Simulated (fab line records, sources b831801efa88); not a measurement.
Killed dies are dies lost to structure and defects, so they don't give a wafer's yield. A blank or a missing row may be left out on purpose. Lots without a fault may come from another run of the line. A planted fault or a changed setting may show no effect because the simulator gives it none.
Which tool did it? | flow gf180mcu | 15 lots, 45 wafers sampled, at 2 steps of a route of 602

WHAT THE GAUGES READ, wafer by wafer
GF_V2_THK_MEAS_03.
lot  | measured     | on            | V2_CVD_02_THK (nm)
L976 | day 19 05:50 | film_metro-04 | 850 852 856
L977 | day 19 23:01 | film_metro-01 | 832 843 855
L978 | day 20 15:23 | film_metro-04 | 834 827 844
L979 | day 20 15:59 | film_metro-03 | 867 849 857
L980 | day 21 10:38 | film_metro-03 | 845 848 847
L981 | day 21 12:35 | film_metro-01 | 859 839 872
L982 | day 21 22:12 | film_metro-04 | 852 857 858
L984 | day 22 13:13 | film_metro-01 | 846 842 862
L986 | day 23 00:40 | film_metro-03 | 843 821 849
L987 | day 23 10:41 | film_metro-04 | 837 850 864
L988 | day 23 16:59 | film_metro-03 | 857 831 842
L989 | day 24 00:09 | film_metro-03 | 849 856 859
L992 | day 25 00:40 | film_metro-04 | 835 854 859
L993 | day 25 09:24 | film_metro-01 | 831 848 845
L994 | day 25 11:20 | film_metro-03 | 841 865 866

GF_V2_CD_MEAS_14: target cd 260 nm.
lot  | measured     | on        | cd_nm (nm)
L976 | day 20 06:23 | cd_sem-02 | 259.9 258.3 260.3
L977 | day 20 23:23 | cd_sem-02 | 262.8 261.3 260.8
L978 | day 21 15:41 | cd_sem-01 | 257.5 257.6 258.8
L979 | day 21 16:02 | cd_sem-02 | 256.2 256.9 257.6
L980 | day 22 09:59 | cd_sem-01 | 260.1 259.2 258.9
L981 | day 22 12:00 | cd_sem-01 | 260.7 260.5 261.6
L982 | day 22 21:01 | cd_sem-02 | 257.6 258.8 259.2
L984 | day 23 12:35 | cd_sem-01 | 258.3 259.5 259.4
L986 | day 23 22:50 | cd_sem-02 | 261.5 261.4 262.0
L987 | day 24 09:39 | cd_sem-01 | 259.6 258.9 258.8
L988 | day 24 15:46 | cd_sem-01 | 260.7 261.4 259.9
L989 | day 24 22:10 | cd_sem-02 | 260.4 261.1 260.9
L992 | day 25 22:27 | cd_sem-01 | 260.3 260.7 259.4
L993 | day 26 06:11 | cd_sem-01 | 259.3 260.5 260.2
L994 | day 26 09:03 | cd_sem-02 | 257.8 259.2 258.8

WHICH TOOL RAN EACH LOT (tool, then ch and the chambers of the sampled wafers, then the start)
The record holds no process step before these readings.

WHAT THE TOOLS THEMSELVES READ (means of the sampled wafers that have a number; where no wafer has one, the mark that the record gives instead)
The record holds no such reading with a usual standard deviation.

THE ANSWER, worked out from the rows above alone
Rule: what is usual is taken from the lots themselves. Put in order of their means at a reading, lots are off if they are a third of the lots or fewer, leave a main group of 4 or more, and stand apart from it by a gap of 3 or more times the standard deviation of the main group's means; of several such gaps the widest counts. A main group whose means are all the same, to the digits that the tables above print for the reading, isn't used. A lot without any number at a reading at which 4 lots or more have one is off too. The other lots that the step has rows for count as sound. The gauges are gone through in route order, then the tools' own readings, and for those a lot's mean is taken as printed above. The first step at which some lot is off is used, and at that step the reading that is off furthest; a lot without a number counts as furthest.
No lot is off at any reading shown: from this, nothing can be told.

WHAT THE SIMULATOR HAD PUT IN
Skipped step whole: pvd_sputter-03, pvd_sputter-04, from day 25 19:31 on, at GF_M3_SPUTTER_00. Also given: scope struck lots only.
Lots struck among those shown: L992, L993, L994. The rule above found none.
